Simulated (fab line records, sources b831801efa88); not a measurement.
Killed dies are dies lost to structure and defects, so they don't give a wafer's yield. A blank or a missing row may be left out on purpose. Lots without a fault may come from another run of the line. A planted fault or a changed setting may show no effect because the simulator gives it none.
fab line records | flow sky130
record lots=6 wafers=18 last_day=50
route steps=708 shown LDD_N@237 LDD_P@255 LDD_HVN@267 LDD_HVP@278 PAD_OPEN@708
lots that met no fault: from a run of the same line without faults
start_h: hours from the record's first day to the start of the lot's first wafer shown | wait_h: hours since the lot's step before | " the same as in the row above | L1.1+2: a row that stands for several wafers | - no value, or no start given | * or withheld: withheld | < > ~ a bound
route shown NAME@n: a module of which the file shows steps, and the number in the route of the first | usual: mean/standard deviation of fault-free wafers | same: alike in all rows | chamber/n: place in a boat | sites: the reading at each site | _std_site: their standard deviation | _edge_site: outer sites' mean less inner sites' | radius_mm: how far each site lies from the wafer's centre | mask NAME#n: copy n | behind: the tool/chamber that last shaped the wafer | hold: why the lot was held/for how many hours/how that ended | device: the transistor (n, p or np) that didn't switch | end of line: the same wafers' tests at the end of the route | a step without rows: its recipe alone | killed: dies lost to structure and defects at the first sort, not the wafer's yield | map: a wafer's dies, x killed, . not, _ none there
set.NAME: the setting as run; set.NAME@STEP: as run at that earlier step | model.NAME: the simulator's own value behind a step, which no gauge read
lots at some steps of the route; a table a step, a row a wafer
services: from which hour (start_h, from the record's first day; less than 0 if before it) a tool's chamber was out of use, for how many hours, and why
## steps
# step SKY_LDD_N_DEHYDRATE_00
# recipe temp_c=200 time_s=60
# step SKY_LDD_N_HMDS_01
# recipe prime_time_s=60 prime_temp_c=120
# step SKY_LDD_N_COAT_02
# recipe resist=NOVOLAK spin_rpm=3000 resist_thk_nm=300
# step SKY_LDD_N_SOFTBAKE_03
# recipe temp_c=90 time_s=60 resist=NOVOLAK
# step SKY_LDD_N_EXPOSE_04
# recipe mask_id=NTM target_cd_nm=840 na=0.6 source_shape=conventional sigma_outer=0.6 dose_mj=110
# step SKY_LDD_N_PEB_05
# recipe temp_c=withheld time_s=* resist=NOVOLAK
# step SKY_LDD_N_DEVELOP_06
# recipe develop_time_s=60 dev_temp_c=23
# step SKY_LDD_N_OVL_MEAS_07
# usual LDD_N_OVL=-0.5/1.4
# columns lot.wafer tool chamber start_h wait_h LDD_N_OVL[nm]
L704.1 overlay-02 - 481.22 0.1 -0.5
L704.3 " - " " 0.8
L704.6 " - " " 1.1
L706.3 overlay-02 - 481.42 0.1 -2.0
L706.5 " - " " -0.8
L706.6 " - " " 0.9
L705.4 overlay-02 - 481.54 0.1 -2.2
L705.5 " - " " -2.7
L705.6 " - " " -2.1
L714.1 overlay-01 - 527.12 0.1 -3.2
L714.4 " - " " -2.9
L714.6 " - " " -0.4
L715.1 overlay-01 - 534.01 0.1 0.7
L715.5 " - " " -0.8
L715.6 " - " " -0.6
L721.2 overlay-02 - 589.97 0.1 1.8
L721.3 " - " " 1.8
L721.5 " - " " 1.9
# step SKY_LDD_N_IMPLANT_08
# recipe species=As energy_kev=20 dose_cm2=7.5e+13 tilt_deg=withheld rotation_deg=23
# step SKY_LDD_N_IMPLANT_09
# recipe species=As energy_kev=20 dose_cm2=7.5e+13 tilt_deg=withheld rotation_deg=113
# step SKY_LDD_N_IMPLANT_10
# recipe species=As energy_kev=20 dose_cm2=7.5e+13 tilt_deg=withheld rotation_deg=203
# step SKY_LDD_N_IMPLANT_11
# recipe species=As energy_kev=20 dose_cm2=7.5e+13 tilt_deg=withheld rotation_deg=293
# step SKY_LDD_N_IMPLANT_12
# recipe species=BF2 energy_kev=50 dose_cm2=5e+12 tilt_deg=30 rotation_deg=0
# usual end_station_pressure_torr=5e-06/2.7e-07
# columns lot.wafer tool chamber start_h wait_h end_station_pressure_torr
L704.1 implanter-01 0 481.86 0.1 4.86e-06
L704.3 " 0 " " 5.5e-06
L704.6 " 0 " " 5.08e-06
L706.3 implanter-02 0 482.09 0.1 5.38e-06
L706.5 " 0 " " 5.17e-06
L706.6 " 0 " " 5.41e-06
L705.4 implanter-03 0 482.23 0.1 4.7e-06
L705.5 " 0 " " 5.15e-06
L705.6 " 0 " " 4.78e-06
L714.1 implanter-01 0 527.76 0.1 4.78e-06
L714.4 " 0 " " 4.84e-06
L714.6 " 0 " " 4.78e-06
L715.1 implanter-01 0 534.65 0.1 4.82e-06
L715.5 " 0 " " 5.4e-06
L715.6 " 0 " " 4.98e-06
L721.2 implanter-03 0 590.62 0.1 5.18e-06
L721.3 " 0 " " 4.48e-06
L721.5 " 0 " " 4.91e-06
# step SKY_LDD_N_IMPLANT_13
# recipe species=BF2 energy_kev=50 dose_cm2=5e+12 tilt_deg=30 rotation_deg=90
# step SKY_LDD_N_IMPLANT_14
# recipe species=BF2 energy_kev=50 dose_cm2=5e+12 tilt_deg=30 rotation_deg=180
# step SKY_LDD_N_IMPLANT_15
# recipe species=BF2 energy_kev=50 dose_cm2=5e+12 tilt_deg=30 rotation_deg=270
# step SKY_LDD_N_STRIP_16
# recipe chemistry=O2/N2 power_w=1400 pressure_mtorr=1500 platen_temp_c=withheld o2_flow_sccm=3000 n2_flow_sccm=300 overash_fraction=0.5
# usual chamber_pressure_mTorr=1499.7/1.3 drypump_motor_current_A=5.77/0.27 oes_product_au=0.407/0.0042 strip_time_to_endpoint_s=4.318/0.013
# columns lot.wafer tool chamber start_h wait_h chamber_pressure_mTorr drypump_motor_current_A oes_product_au rf_hours_counter_h strip_time_to_endpoint_s
L704.1 plasma_asher-02 1 482.46 0.1 1498.2 5.80 0.402 82 4.298
L704.3 " 0 " " 1498.2 5.63 0.409 - 4.311
L704.6 " 1 " " 1499.2 5.80 0.404 - 4.309
L706.3 plasma_asher-03 0 482.67 0.1 1500.5 5.64 0.401 - 4.323
L706.5 " 0 " " 1501.2 5.67 0.409 - 4.338
L706.6 " 1 " " 1499.7 5.39 0.405 - 4.316
L705.4 plasma_asher-03 0 482.79 0.1 1499.2 5.66 0.410 - 4.312
L705.5 " 1 " " 1502.0 5.41 0.407 - 4.335
L705.6 " 0 " " 1498.6 5.67 0.409 - 4.323
L714.1 plasma_asher-02 0 528.36 0.1 1499.9 5.62 0.405 87 4.303
L714.4 " 0 " " 1498.2 5.61 0.404 - 4.303
L714.6 " 1 " " 1503.3 5.78 0.412 - 4.294
L715.1 plasma_asher-03 0 535.25 0.1 1500.3 5.68 0.399 69 4.307
L715.5 " 0 " " 1500.4 5.68 0.411 - 4.332
L715.6 " 1 " " 1497.9 5.43 0.402 - 4.322
L721.2 plasma_asher-03 0 591.20 0.1 1500.9 5.65 0.402 75 4.327
L721.3 " 0 " " 1498.6 5.71 0.400 - 4.319
L721.5 " 1 " " 1498.6 5.44 0.413 - 4.343
# step SKY_LDD_N_TW_MEAS_17
# usual LDD_N_TW=2578/15
# columns lot.wafer tool chamber start_h wait_h LDD_N_TW
L704.1 film_metro-01 - 482.56 0.1 2583
L704.3 " - " " 2575
L704.6 " - " " 2583
L706.3 film_metro-04 - 482.76 0.1 2583
L706.5 " - " " 2559
L706.6 " - " " 2586
L705.4 film_metro-04 - 482.89 0.1 2565
L705.5 " - " " 2577
L705.6 " - " " 2584
L714.1 film_metro-01 - 528.46 0.1 2590
L714.4 " - " " 2580
L714.6 " - " " 2593
L715.1 film_metro-01 - 535.35 0.1 2592
L715.5 " - " " 2578
L715.6 " - " " 2595
L721.2 film_metro-01 - 591.31 0.1 2597
L721.3 " - " " 2581
L721.5 " - " " 2587
# step SKY_LDD_P_DEHYDRATE_00
# recipe temp_c=200 time_s=60
# step SKY_LDD_P_HMDS_01
# recipe prime_time_s=60 prime_temp_c=120
# step SKY_LDD_P_COAT_02
# recipe resist=NOVOLAK spin_rpm=3000 resist_thk_nm=1140
# step SKY_LDD_P_SOFTBAKE_03
# recipe temp_c=90 time_s=60 resist=NOVOLAK
# step SKY_LDD_P_EXPOSE_04
# recipe mask_id=PSDM na=0.6 source_shape=conventional sigma_outer=0.6 polarization=unpolarized target_cd_nm=380 dose_mj=138
# step SKY_LDD_P_PEB_05
# recipe temp_c=withheld time_s=* resist=NOVOLAK
# step SKY_LDD_P_DEVELOP_06
# recipe resist=NOVOLAK developer=TMAH develop_time_s=60 dev_temp_c=23
# step SKY_LDD_P_CD_MEAS_07
# recipe target_cd_nm=380
# usual cd_nm=380.6/2.5
# columns lot.wafer tool chamber start_h wait_h cd_nm
L704.1 cd_sem-02 - 513.02 0.1 377.4
L704.3 " - " " 377.7
L704.6 " - " " 377.2
L706.3 cd_sem-01 - 513.19 0.1 384.3
L706.5 " - " " 387.0
L706.6 " - " " 382.7
L705.4 cd_sem-01 - 513.98 0.1 378.6
L705.5 " - " " 381.1
L705.6 " - " " 380.4
L714.1 cd_sem-02 - 558.68 0.1 381.4
L714.4 " - " " 383.3
L714.6 " - " " 384.1
L715.1 cd_sem-02 - 564.06 0.1 375.9
L715.5 " - " " 379.8
L715.6 " - " " 382.1
L721.2 cd_sem-02 - 620.03 0.1 383.5
L721.3 " - " " 381.4
L721.5 " - " " 381.9
# step SKY_LDD_P_OVL_MEAS_08
# usual LDD_P_OVL=0.9/1.3
# columns lot.wafer tool chamber start_h wait_h LDD_P_OVL[nm]
L704.1 overlay-02 - 513.14 0.1 -0.5
L704.3 " - " " 0.0
L704.6 " - " " 1.2
L706.3 overlay-01 - 513.29 0.1 -1.0
L706.5 " - " " -0.7
L706.6 " - " " -0.5
L705.4 overlay-02 - 514.05 0.1 0.7
L705.5 " - " " 1.1
L705.6 " - " " 0.5
L714.1 overlay-01 - 558.80 0.1 2.4
L714.4 " - " " 3.1
L714.6 " - " " 1.2
L715.1 overlay-01 - 564.18 0.1 1.8
L715.5 " - " " 4.7
L715.6 " - " " 3.5
L721.2 overlay-01 - 620.14 0.1 -0.2
L721.3 " - " " 0.9
L721.5 " - " " -0.1
# step SKY_LDD_P_IMPLANT_09
# recipe species=BF2 energy_kev=24.5 dose_cm2=1e+13 tilt_deg=withheld
# step SKY_LDD_P_STRIP_10
# recipe chemistry=O2/N2 power_w=1400 pressure_mtorr=1500 platen_temp_c=withheld o2_flow_sccm=3000 n2_flow_sccm=300 overash_fraction=0.5
# usual chamber_pressure_mTorr=1500.0/1.3 drypump_motor_current_A=5.86/0.26 oes_product_au=0.715/0.0041 strip_time_to_endpoint_s=14.18/0.039
# columns lot.wafer tool chamber start_h wait_h chamber_pressure_mTorr drypump_motor_current_A oes_product_au rf_hours_counter_h strip_time_to_endpoint_s
L704.1 plasma_asher-02 0 513.32 0.1 1500.0 5.60 0.716 85 14.17
L704.3 " 0 " " 1500.1 5.60 0.720 - 14.18
L704.6 " 1 " " 1499.4 5.82 0.711 - 14.14
L706.3 plasma_asher-04 0 513.51 0.1 1498.2 5.59 0.712 - 14.19
L706.5 " 1 " " 1500.9 6.19 0.717 - 14.16
L706.6 " 0 " " 1501.4 5.60 0.716 - 14.21
L705.4 plasma_asher-02 1 514.26 0.1 1499.8 5.79 0.715 - 14.16
L705.5 " 1 " " 1500.0 5.77 0.718 - 14.10
L705.6 " 0 " " 1500.6 5.62 0.715 - 14.16
L714.1 plasma_asher-01 0 558.99 0.1 1498.5 5.94 0.718 42 14.19
L714.4 " 0 " " 1499.7 5.96 0.712 - 14.17
L714.6 " 0 " " 1501.1 5.93 0.718 - 14.19
L715.1 plasma_asher-04 1 564.37 0.1 1499.1 6.11 0.718 14 14.13
L715.5 " 0 " " 1497.3 5.57 0.711 - 14.08
L715.6 " 1 " " 1499.6 6.17 0.720 - 14.14
L721.2 plasma_asher-01 0 620.32 0.1 1500.1 5.95 0.714 48 14.22
L721.3 " 0 " " 1501.7 5.98 0.717 - 14.21
L721.5 " 1 " " 1501.1 6.31 0.704 - 14.23
# step SKY_LDD_P_TW_MEAS_11
# usual LDD_P_TW=634/3.8
# columns lot.wafer tool chamber start_h wait_h LDD_P_TW
L704.1 film_metro-04 - 513.42 0.1 633
L704.3 " - " " 632
L704.6 " - " " 635
L706.3 film_metro-03 - 513.59 0.1 642
L706.5 " - " " 640
L706.6 " - " " 639
L705.4 film_metro-01 - 514.35 0.1 636
L705.5 " - " " 635
L705.6 " - " " 637
L714.1 film_metro-04 - 559.09 0.1 631
L714.4 " - " " 629
L714.6 " - " " 631
L715.1 film_metro-01 - 564.47 0.1 629
L715.5 " - " " 631
L715.6 " - " " 629
L721.2 film_metro-03 - 620.43 0.1 634
L721.3 " - " " 632
L721.5 " - " " 636
# step SKY_LDD_HVN_DEHYDRATE_00
# recipe temp_c=200 time_s=60
# step SKY_LDD_HVN_HMDS_01
# recipe prime_time_s=60 prime_temp_c=120
# step SKY_LDD_HVN_COAT_02
# recipe resist=NOVOLAK spin_rpm=3000 resist_thk_nm=300
# step SKY_LDD_HVN_SOFTBAKE_03
# recipe temp_c=90 time_s=60 resist=NOVOLAK
# step SKY_LDD_HVN_EXPOSE_04
# recipe mask_id=HVNTM na=0.6 source_shape=conventional sigma_outer=0.6 polarization=unpolarized target_cd_nm=700 dose_mj=127
# step SKY_LDD_HVN_PEB_05
# recipe temp_c=withheld time_s=* resist=NOVOLAK
# step SKY_LDD_HVN_DEVELOP_06
# recipe resist=NOVOLAK developer=TMAH develop_time_s=60 dev_temp_c=23
# step SKY_LDD_HVN_OVL_MEAS_07
# usual LDD_HVN_OVL=0.3/1.5
# columns lot.wafer tool chamber start_h wait_h LDD_HVN_OVL[nm]
L704.1 overlay-01 - 543.95 0.1 2.6
L704.3 " - " " 0.6
L704.6 " - " " 0.8
L706.3 overlay-01 - 544.27 0.1 1.5
L706.5 " - " " 1.2
L706.6 " - " " 1.1
L705.4 overlay-02 - 545.24 0.1 -0.5
L705.5 " - " " -1.9
L705.6 " - " " -3.9
L714.1 overlay-01 - 588.52 0.1 3.6
L714.4 " - " " 2.7
L714.6 " - " " 3.0
L715.1 overlay-02 - 593.17 0.1 -1.9
L715.5 " - " " -0.8
L715.6 " - " " 0.0
L721.2 overlay-01 - 650.08 0.1 1.1
L721.3 " - " " 2.0
L721.5 " - " " 2.6
# step SKY_LDD_HVN_IMPLANT_08
# recipe species=P energy_kev=60.33 dose_cm2=3e+13 tilt_deg=40
# step SKY_LDD_HVN_STRIP_09
# recipe chemistry=O2/N2 power_w=1400 pressure_mtorr=1500 platen_temp_c=withheld o2_flow_sccm=3000 n2_flow_sccm=300 overash_fraction=0.5
# usual chamber_pressure_mTorr=1500.0/1.3 drypump_motor_current_A=5.8/0.32 oes_product_au=0.409/0.0045 strip_time_to_endpoint_s=4.134/0.017
# columns lot.wafer tool chamber start_h wait_h chamber_pressure_mTorr drypump_motor_current_A oes_product_au rf_hours_counter_h strip_time_to_endpoint_s
L704.1 plasma_asher-01 1 544.14 0.1 1496.9 6.3 0.410 40 4.121
L704.3 " 1 " " 1498.2 6.3 0.409 - 4.120
L704.6 " 1 " " 1500.6 6.3 0.403 - 4.125
L706.3 plasma_asher-03 1 544.47 0.1 1498.9 5.4 0.410 - 4.148
L706.5 " 1 " " 1498.3 5.4 0.407 - 4.147
L706.6 " 0 " " 1501.6 5.6 0.414 - 4.160
L705.4 plasma_asher-01 0 545.44 0.1 1498.5 6.0 0.408 - 4.159
L705.5 " 1 " " 1500.5 6.3 0.407 - 4.154
L705.6 " 0 " " 1499.3 6.0 0.406 - 4.148
L714.1 plasma_asher-04 0 588.70 0.1 1499.9 5.6 0.413 17 4.133
L714.4 " 0 " " 1500.7 5.6 0.413 - 4.120
L714.6 " 1 " " 1499.7 6.1 0.407 - 4.143
L715.1 plasma_asher-04 0 593.36 0.1 1498.3 5.6 0.403 17 4.132
L715.5 " 1 " " 1498.5 6.2 0.403 - 4.121
L715.6 " 0 " " 1497.3 5.6 0.407 - 4.127
L721.2 plasma_asher-04 0 650.26 0.1 1501.3 5.6 0.396 23 4.149
L721.3 " 1 " " 1500.3 6.2 0.412 - 4.143
L721.5 " 0 " " 1499.0 5.6 0.406 - 4.132
# step SKY_LDD_HVN_TW_MEAS_10
# usual LDD_HVN_TW=1440/12
# columns lot.wafer tool chamber start_h wait_h LDD_HVN_TW
L704.1 film_metro-04 - 544.24 0.1 1440
L704.3 " - " " 1437
L704.6 " - " " 1437
L706.3 film_metro-03 - 544.56 0.1 1451
L706.5 " - " " 1448
L706.6 " - " " 1450
L705.4 film_metro-02 - 545.54 0.1 1430
L705.5 " - " " 1427
L705.6 " - " " 1427
L714.1 film_metro-03 - 588.80 0.1 1447
L714.4 " - " " 1457
L714.6 " - " " 1458
L715.1 film_metro-04 - 593.46 0.1 1445
L715.5 " - " " 1447
L715.6 " - " " 1445
L721.2 film_metro-03 - 650.37 0.1 1452
L721.3 " - " " 1452
L721.5 " - " " 1448
# step SKY_LDD_HVP_DEHYDRATE_00
# recipe temp_c=200 time_s=60
# step SKY_PAD_OPEN_PROBE_99
# usual killed_at_M0_to_M3=43/7.5 killed_at_M4_up=3.0/1.6 killed_at_contacts=23/5.8 killed_at_front_end=14/4.8 killed_at_other=0.3/0.52 killed_dies=84/9.1 killed_open=47/7.2 killed_short=37/5.8
# same gross_dies=492 killed_at_back_side=0
# columns lot.wafer tool chamber start_h wait_h killed_at_M0_to_M3 killed_at_M4_up killed_at_contacts killed_at_front_end killed_at_other killed_dies killed_open killed_short model.etest.diode_nwell_sub.leak_log10_a_cm2 model.etest.diode_dnwell_sub.leak_log10_a_cm2 model.etest.diode_pwell_dnwell.leak_log10_a_cm2 model.etest.diode_ndiff_pwell_hv.leak_log10_a_cm2 model.etest.diode_pdiff_nwell_hv.leak_log10_a_cm2 model.etest.diode_ndiff_pwell.leak_log10_a_cm2 model.etest.diode_pdiff_nwell.leak_log10_a_cm2 model.etest.nfet_16v.off_log10_a_um
L704.1 prober-02 - 1134.47 0.1 41 3 26 14 2 86 53 33 -7.173 -7.406 -7.687 -6.974 -6.623 -7.422 -7.144 -13.84
L704.3 prober-02 - 1134.57 0.2 33 1 28 14 0 76 44 32 -7.393 -7.177 -7.604 -6.48 -6.739 -7.247 -7.349 -13.91
L704.6 prober-02 - 1134.72 0.2 34 1 36 20 0 91 59 32 -7.202 -7.183 -7.651 -6.675 -6.579 -7.138 -7.209 -13.82
L705.4 prober-01 - 1136.12 0.2 45 0 19 21 0 85 46 39 -7.112 -7.101 -7.427 -6.696 -6.109 -7.184 -7.263 -13.85
L705.5 prober-01 - 1136.17 0.2 39 3 31 17 1 91 52 39 -7.178 -7.061 -7.568 -6.511 -6.557 -7.308 -7.181 -13.89
L705.6 prober-01 - 1136.22 0.2 51 4 21 19 0 95 55 40 -7.444 -7.178 -7.508 -6.787 -6.695 -7.291 -6.977 -13.9
L706.3 prober-01 - 1137.57 0.2 40 3 24 27 0 94 52 42 -7.156 -7.353 -7.451 -6.788 -6.477 -7.248 -7.174 -13.94
L706.5 prober-01 - 1137.67 0.2 41 2 17 17 1 78 47 31 -7.305 -7.223 -7.658 -6.867 -6.849 -7.244 -7.071 -13.83
L706.6 prober-01 - 1137.72 0.2 43 5 17 20 1 86 42 44 -7.356 -7.185 -7.148 -6.751 -6.854 -7.442 -7.136 -13.84
L714.1 prober-02 - 1160.26 0.1 42 4 22 19 0 87 46 41 -5.793 -5.779 -6.325 -5.885 -5.47 -6.746 -6.245 -13.14
L714.4 prober-02 - 1160.41 0.2 27 2 24 15 0 68 37 31 -5.927 -5.803 -6.279 -5.424 -5.801 -6.461 -6.354 -13.21
L714.6 prober-02 - 1160.51 0.2 43 5 20 10 0 78 49 29 -5.667 -5.602 -6.346 -5.584 -5.76 -6.731 -6.159 -13.12
L715.1 prober-01 - 1160.50 0.1 48 3 24 12 0 87 46 41 -5.741 -5.858 -5.874 -5.812 -5.869 -6.376 -6.461 -12.81
L715.5 prober-01 - 1160.70 0.2 41 5 19 11 0 76 38 38 -5.808 -5.675 -6.07 -5.923 -5.814 -6.308 -6.462 -13.06
L715.6 prober-01 - 1160.75 0.2 36 6 14 15 1 72 37 35 -5.649 -5.691 -6.12 -6.044 -5.81 -6.536 -6.628 -13.01
L721.2 prober-01 - 1194.56 0.1 44 6 13 19 0 82 46 36 -7.054 -7.304 -7.418 -6.839 -6.796 -7.299 -7.415 -13.87
L721.3 prober-01 - 1194.61 0.2 38 4 19 18 0 79 49 30 -7.407 -7.267 -7.454 -6.753 -6.599 -7.419 -7.146 -13.81
L721.5 prober-01 - 1194.71 0.2 38 0 34 16 0 88 54 34 -7.324 -7.169 -7.631 -6.621 -6.496 -7.227 -7.126 -13.77
# killed by level:class
L704.1 CONTACT:geometric_particle:open=14 METAL1:geometric_particle:short=10 VIA1:geometric_particle:open=8 VIA2:geometric_particle:open=6 VIA3:geometric_particle:open=5 CONTACT:geometric_particle:short=4 FIELD_ISO:geometric_particle:open=3 POLY_GATE:geometric_particle:short=3
L704.3 LI_CONTACT:geometric_particle:open=12 VIA1:geometric_particle:open=6 LOCAL_INTERCONNECT:geometric_particle:short=5 METAL1:geometric_particle:short=5 VIA3:geometric_particle:open=5 FIELD_ISO:geometric_particle:open=4 VIA2:geometric_particle:open=4 CONTACT:geometric_particle:open=4
L704.6 CONTACT:geometric_particle:open=13 LI_CONTACT:geometric_particle:open=11 VIA1:geometric_particle:open=8 CONTACT:geometric_particle:short=7 VIA2:geometric_particle:open=6 VIA3:geometric_particle:open=5 FIELD_ISO:geometric_particle:short=4 FIELD_ISO:geometric_particle:open=4
L705.4 METAL1:geometric_particle:short=9 CONTACT:geometric_particle:open=8 VIA1:geometric_particle:open=8 VIA2:geometric_particle:open=6 POLY_GATE:geometric_particle:open=6 VIA3:geometric_particle:open=6 FIELD_ISO:geometric_particle:short=5 POLY_GATE:geometric_particle:short=5
L705.5 CONTACT:geometric_particle:open=10 VIA1:geometric_particle:open=10 LOCAL_INTERCONNECT:geometric_particle:short=7 VIA3:geometric_particle:open=7 POLY_GATE:geometric_particle:open=6 FIELD_ISO:geometric_particle:short=5 LI_CONTACT:geometric_particle:short=5 LI_CONTACT:geometric_particle:open=4
L705.6 VIA3:geometric_particle:open=13 CONTACT:geometric_particle:open=12 METAL2:geometric_particle:short=8 FIELD_ISO:geometric_particle:open=7 METAL1:geometric_particle:short=6 VIA1:geometric_particle:short=6 VIA2:geometric_particle:open=6 LI_CONTACT:geometric_particle:open=5
L706.3 VIA1:geometric_particle:open=9 POLY_GATE:geometric_particle:open=8 FIELD_ISO:geometric_particle:open=7 LI_CONTACT:geometric_particle:open=6 CONTACT:geometric_particle:open=6 CONTACT:geometric_particle:short=5 VIA1:geometric_particle:short=5 POLY_GATE:geometric_particle:short=4
L706.5 VIA1:geometric_particle:open=13 VIA3:geometric_particle:open=8 CONTACT:geometric_particle:open=6 LI_CONTACT:geometric_particle:open=6 METAL2:geometric_particle:short=6 FIELD_ISO:geometric_particle:short=5 POLY_GATE:geometric_particle:open=5 VIA2:geometric_particle:open=5
L706.6 FIELD_ISO:geometric_particle:short=9 VIA1:geometric_particle:open=9 VIA2:geometric_particle:open=8 VIA3:geometric_particle:open=7 CONTACT:geometric_particle:open=6 METAL1:geometric_particle:short=6 LI_CONTACT:geometric_particle:open=5 METAL4:geometric_particle:short=5
L714.1 VIA3:geometric_particle:open=9 FIELD_ISO:geometric_particle:open=7 LI_CONTACT:geometric_particle:open=7 VIA1:geometric_particle:open=7 FIELD_ISO:geometric_particle:short=6 LOCAL_INTERCONNECT:geometric_particle:short=6 VIA1:geometric_particle:short=6 VIA2:geometric_particle:open=6
L714.4 CONTACT:geometric_particle:open=10 LI_CONTACT:geometric_particle:open=6 VIA2:geometric_particle:open=5 CONTACT:geometric_particle:short=5 VIA1:geometric_particle:open=5 POLY_GATE:geometric_particle:short=4 FIELD_ISO:geometric_particle:open=3 FIELD_ISO:geometric_particle:short=3
L715.1 VIA1:geometric_particle:open=12 VIA2:geometric_particle:short=8 METAL2:geometric_particle:short=7 LI_CONTACT:geometric_particle:open=7 VIA3:geometric_particle:open=7 CONTACT:geometric_particle:short=6 CONTACT:geometric_particle:open=6 FIELD_ISO:geometric_particle:short=3
L714.6 CONTACT:geometric_particle:open=12 VIA1:geometric_particle:open=10 METAL1:geometric_particle:short=9 VIA2:geometric_particle:open=7 FIELD_ISO:geometric_particle:open=5 METAL4:geometric_particle:short=5 VIA1:geometric_particle:short=4 LI_CONTACT:geometric_particle:open=3
L715.5 VIA1:geometric_particle:open=11 LI_CONTACT:geometric_particle:open=7 VIA1:geometric_particle:short=7 CONTACT:geometric_particle:open=6 METAL2:geometric_particle:short=6 VIA2:geometric_particle:short=6 CONTACT:geometric_particle:short=3 METAL1:geometric_particle:short=3
L715.6 VIA1:geometric_particle:open=9 VIA2:geometric_particle:open=7 CONTACT:geometric_particle:open=5 METAL3:geometric_particle:short=5 FIELD_ISO:geometric_particle:short=4 POLY_GATE:geometric_particle:open=4 VIA1:geometric_particle:short=4 METAL2:geometric_particle:short=4
L721.2 VIA3:geometric_particle:open=8 CONTACT:geometric_particle:open=8 VIA2:geometric_particle:open=8 POLY_GATE:geometric_particle:short=7 VIA1:geometric_particle:open=6 FIELD_ISO:geometric_particle:short=5 VIA1:geometric_particle:short=4 VIA2:geometric_particle:short=4
L721.3 VIA1:geometric_particle:open=11 VIA2:geometric_particle:open=7 FIELD_ISO:geometric_particle:open=6 VIA1:geometric_particle:short=6 CONTACT:geometric_particle:open=6 VIA3:geometric_particle:open=6 POLY_GATE:geometric_particle:short=5 METAL2:geometric_particle:open=5
L721.5 CONTACT:geometric_particle:open=14 LI_CONTACT:geometric_particle:open=11 VIA3:geometric_particle:open=8 FIELD_ISO:geometric_particle:short=6 VIA1:geometric_particle:open=6 METAL2:geometric_particle:short=6 VIA2:geometric_particle:open=6 SPACER:geometric_particle:short=4
## services
# columns tool chamber start_h hours kind
plasma_asher-01 - 480.93 4.5 repair
plasma_asher-01 - 488.27 3.8 repair
plasma_asher-03 - 490.70 1.2 repair
implanter-03 - 490.99 6.1 repair
implanter-03 - 498.93 2.4 repair
plasma_asher-01 - 509.06 10.3 pm
plasma_asher-01 - 531.64 4.3 pm
implanter-01 - 550.23 7.0 pm
plasma_asher-03 - 551.24 1.0 repair
implanter-02 - 562.60 0.7 repair
implanter-03 - 574.94 3.9 pm
plasma_asher-02 - 614.75 4.3 pm
implanter-03 - 626.17 2.4 repair
implanter-02 - 647.66 1.4 repair
plasma_asher-03 - 649.23 1.9 repair
## key
first_sign none at tools or gauges
model_effect step=SKY_PAD_OPEN_PROBE_99 value=etest.diode_nwell_sub.leak_log10_a_cm2 without=-7.254 struck=-5.764
met_at SKY_LDD_N_IMPLANT_12
struck_wafers L714.1,L714.4,L714.6,L715.1,L715.5,L715.6
tester_left_out L714,L715
onset_between 481.86 527.76
fault kind=metallic_contamination_source tool=implanter-01 chamber=- onset_h=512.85 steps=SKY_LDD_N_IMPLANT_12 rate_cm2_per_visit=7.1064e+12 species=metal_fe_cm2
# tester_left_out: of these lots the tester's yield and bins aren't shown, on N5 and GAA mostly nor the transistor test; their killed dies are dies lost to structure and defects alone, not to doping, threshold or leakage, so they don't give the yield
